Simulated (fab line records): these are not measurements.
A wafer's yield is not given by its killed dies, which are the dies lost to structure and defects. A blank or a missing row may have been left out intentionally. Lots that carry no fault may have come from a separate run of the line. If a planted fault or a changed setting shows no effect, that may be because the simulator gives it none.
A struck lot beside a sound one    flow sfqLine    21 out of 325 route steps
Sound: the wafers L876.1, L876.5, L876.6. Wafers struck: L884.1, L884.4, L884.6. Last of all comes the cause.
Per side, at each step with rows, come the tool, then ch with its chambers, and then its first start. Under that, the readings that differ: sound wafers    struck wafers    difference of the means    sigmas: that difference in standard deviations of wafers without a fault.
alike: words and numbers the same on both sides, and readings whose means are apart by under 2 such deviations; not compared: readings that were withheld, readings missing a value for some wafer, numbers with overlapping values and no deviation given by the record, and bounds like >300 which may hide the same value.
Wherever a step has rows on one side only, a row that says differs or no value, or a row with sigmas, the two part there. When numbers do not overlap yet have no deviation, they are printed without sigmas and do not part them. Lack of a reading on every wafer of one side parts them only where that side has two or more wafers.

first, 2 steps without rows for these wafers: SFQ_TRILAYER_M3_LITHO_PEB_078 (peb time 60 s); SFQ_TRILAYER_M3_LITHO_DEVELOP_077 (time 60 s).
SFQ_M3_OVL_MEAS_921:
  sound on overlay-01, day 32 20:28; struck on overlay-02, day 36 06:06
  alike: M3_OVL
then, 4 steps without rows for these wafers: SFQ_TRILAYER_M3_BARC_OPEN_METAL_ETCH_100 (etches BARC in O2, target depth 125 nm, time 41.7 s); SFQ_TRILAYER_M3_ETCH_METAL_ETCH_078 (etches Nb in Cl2/Ar, stops on SiO2, target depth 240 nm, time 120 s); SFQ_TRILAYER_M3_STRIP_STRIP_079 (strips in O2); SFQ_TRILAYER_M3_STRIP_SOLV_CLEAN_080 (cleans in NMP, time 600 s).
SFQ_TRILAYER_I3_DEP_PECVD_081: deposits SiO2 from SiH4/N2O, time 111.11 s, target thk 500 nm.
  sound on pecvd-01 ch 0,1,2, day 32 21:28; struck on pecvd-03 ch 0,1,2, day 36 07:53
  alike: heaterPowerW, throttleValvePct
SFQ_TRILAYER_I3_CMP_CMP_082: polishes SiO2.
  sound on cmp-02 ch 1,2, day 34 05:02; struck on cmp-02 ch 1,3, day 36 15:30
  alike: headPressurePsi, motorCurrentA, slurryFlowMlMin, timeToEndpointS
SFQ_I3_BOW_MEAS_922:
  sound on filmMetro-02, day 34 08:02; struck on filmMetro-02, day 36 18:30
  alike: I3_BOW
SFQ_TRILAYER_I3_METRO_MEASURE_083:
  sound on filmMetro-02, day 34 08:09; struck on filmMetro-02, day 36 18:37
  alike: thkNm
then, 1 step without rows for these wafers: SFQ_TRILAYER_I3_VIA_LITHO_COAT_090 (resist thk 62 nm).
SFQ_TRILAYER_I3_VIA_LITHO_COAT_085: resist thk 650 nm.
  sound on lithoTrack-04 ch 0, day 34 09:39; struck on lithoTrack-04 ch 0, day 36 20:07
reading                                                 sound                 struck                difference  sigmas
spinSpeedRpm (rpm)                                      3000.7 2998.5 3002.3  2806.3 2804.1 2805.6  -195.2      -98
model.KrF_of_TRILAYER_I3_VIA_LITHO_COAT_085.thkNm (nm)  649.2 650.5 649.6     673 672.4 672.7       +23         
then, 4 steps without rows for these wafers: SFQ_TRILAYER_I3_VIA_LITHO_SOFTBAKE_089; SFQ_TRILAYER_I3_VIA_LITHO_EXPOSE_086 (exposes mask I3, target cd 500 nm); SFQ_TRILAYER_I3_VIA_LITHO_PEB_088 (peb time 60 s); SFQ_TRILAYER_I3_VIA_LITHO_DEVELOP_087 (time 60 s).
-- the record jumps here: 6 days lie between the struck wafers' starts before and after --
SFQ_I3_OVL_MEAS_923:
  sound on overlay-02, day 40 01:33; struck on overlay-01, day 42 18:40
  alike: I3_OVL
SFQ_TRILAYER_I3_VIA_BARC_OPEN_VIA_ETCH_121: etches BARC in O2, target depth 125 nm, time 41.7 s.
  sound on rieDiel-04 ch 0,3, day 40 01:35; struck on rieDiel-01 ch 0,1, day 42 18:42
  alike: drypumpMotorCurrentA, oesProductAu
  not compared: rfHoursCounterH
SFQ_TRILAYER_I3_VIA_ETCH_VIA_ETCH_088: etches SiO2 in CHF3, stops on Nb, target depth 260 nm.
  sound on rieDiel-04 ch 0,3, day 40 01:38; struck on rieDiel-01 ch 0,1, day 42 18:44
reading                                                 sound            struck             difference  sigmas
model.KrF_of_TRILAYER_I3_VIA_LITHO_COAT_085.thkNm (nm)  527.2 530 528.1  552.7 550.7 550.2  +22.8       
  alike: drypumpMotorCurrentA, oesProductAu
SFQ_TRILAYER_I3_VIA_STRIP_STRIP_089: strips in O2.
  sound on rieMetal-01 ch 0,1, day 40 01:44; struck on rieMetal-01 ch 0,1, day 42 18:51
  alike: drypumpMotorCurrentA, oesProductAu
  not compared: rfHoursCounterH

WHERE THEY PART
At SFQ_TRILAYER_I3_VIA_LITHO_COAT_085 and nowhere else, as far as this record goes. Later steps at which nothing parts them and some readings are alike: SFQ_I3_OVL_MEAS_923, SFQ_TRILAYER_I3_VIA_BARC_OPEN_VIA_ETCH_121, SFQ_TRILAYER_I3_VIA_ETCH_VIA_ETCH_088, SFQ_TRILAYER_I3_VIA_STRIP_STRIP_089.

WHY: what had been put in by the simulator
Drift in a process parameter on lithoTrack-04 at SFQ_TRILAYER_I3_VIA_LITHO_COAT_085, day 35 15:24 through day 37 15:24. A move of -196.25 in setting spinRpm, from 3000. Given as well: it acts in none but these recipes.
